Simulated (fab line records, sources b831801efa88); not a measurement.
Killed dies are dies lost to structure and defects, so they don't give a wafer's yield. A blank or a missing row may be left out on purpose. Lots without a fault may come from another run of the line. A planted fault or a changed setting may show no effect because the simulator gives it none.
Chamber matching | flow sfq_line | SFQ_TRILAYER_I1_CMP_CMP_046 on cmp-01: 4 sister chambers
The step polishes SiO2. 18 wafers are shown with their chamber, then 9 later ones without.

WAFERS WITH THEIR CHAMBER
wafer  | chamber | motor_current_A (A) | time_to_endpoint_s (s)
L350.3 | 1       | 11.2                | 212
L350.4 | 0       | 9.4                 | 213
L350.6 | 0       | 8.5                 | 216
L351.4 | 0       | 9.3                 | 215
L351.5 | 3       | 10.3                | 206
L351.6 | 2       | 10.7                | 208
L354.2 | 3       | 10.2                | 204
L354.3 | 0       | 9.4                 | 209
L354.6 | 2       | 10.2                | 215
L355.2 | 3       | 10.0                | 206
L355.5 | 0       | 8.9                 | 215
L355.6 | 1       | 11.2                | 209
L362.2 | 3       | 10.3                | 209
L362.1 | 1       | 11.5                | 215
L362.5 | 3       | 10.0                | 205
L366.2 | 0       | 9.1                 | 207
L366.5 | 2       | 10.2                | 208
L366.6 | 3       | 10.0                | 221

SIGNATURES (means of the wafers above)
reading            | chamber 0 | chamber 1 | chamber 2 | chamber 3 | scatter within a chamber
motor_current_A    | 9.100     | 11.300    | 10.367    | 10.133    | 0.262
time_to_endpoint_s | 212.50    | 212.00    | 210.33    | 208.50    | 4.78
Rule: a wafer's distance from a chamber is the root of the sum, over the readings, of the square of ((its reading less the chamber's mean) divided by the reading's scatter). The wafer belongs to the nearest chamber; if the next one is less than 2 further off, it can't be placed. The scatter: the root of (the sum of the squares of (reading less its chamber's mean) over the shown wafers, divided by (wafers less chambers)).

WAFERS WITHOUT THEIR CHAMBER
wafer  | motor_current_A (A) | time_to_endpoint_s (s)
L368.4 | 10.0                | 211
L368.2 | 11.6                | 211
L368.6 | 10.4                | 218
L369.4 | 10.0                | 209
L369.3 | 8.9                 | 211
L369.5 | 10.3                | 206
L370.2 | 10.3                | 201
L370.3 | 10.8                | 200
L370.5 | 11.5                | 214

WHICH CHAMBER EACH WENT THROUGH
wafer  | from the rows above          | in truth
L368.4 | can't be placed: 3 or 2      | 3
L368.2 | 1                            | 1
L368.6 | can't be placed: 2 or 3      | 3
L369.4 | can't be placed: 3 or 2      | 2
L369.3 | 0                            | 0
L369.5 | can't be placed: 3 or 2      | 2
L370.2 | can't be placed: 3 or 2      | 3
L370.3 | can't be placed: 2 or 3 or 1 | 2
L370.5 | 1                            | 1
Placed correctly: 3 of 9. Can't be placed from these rows: 6 (the true chamber is among the candidates in 6). Placed wrongly: 0.
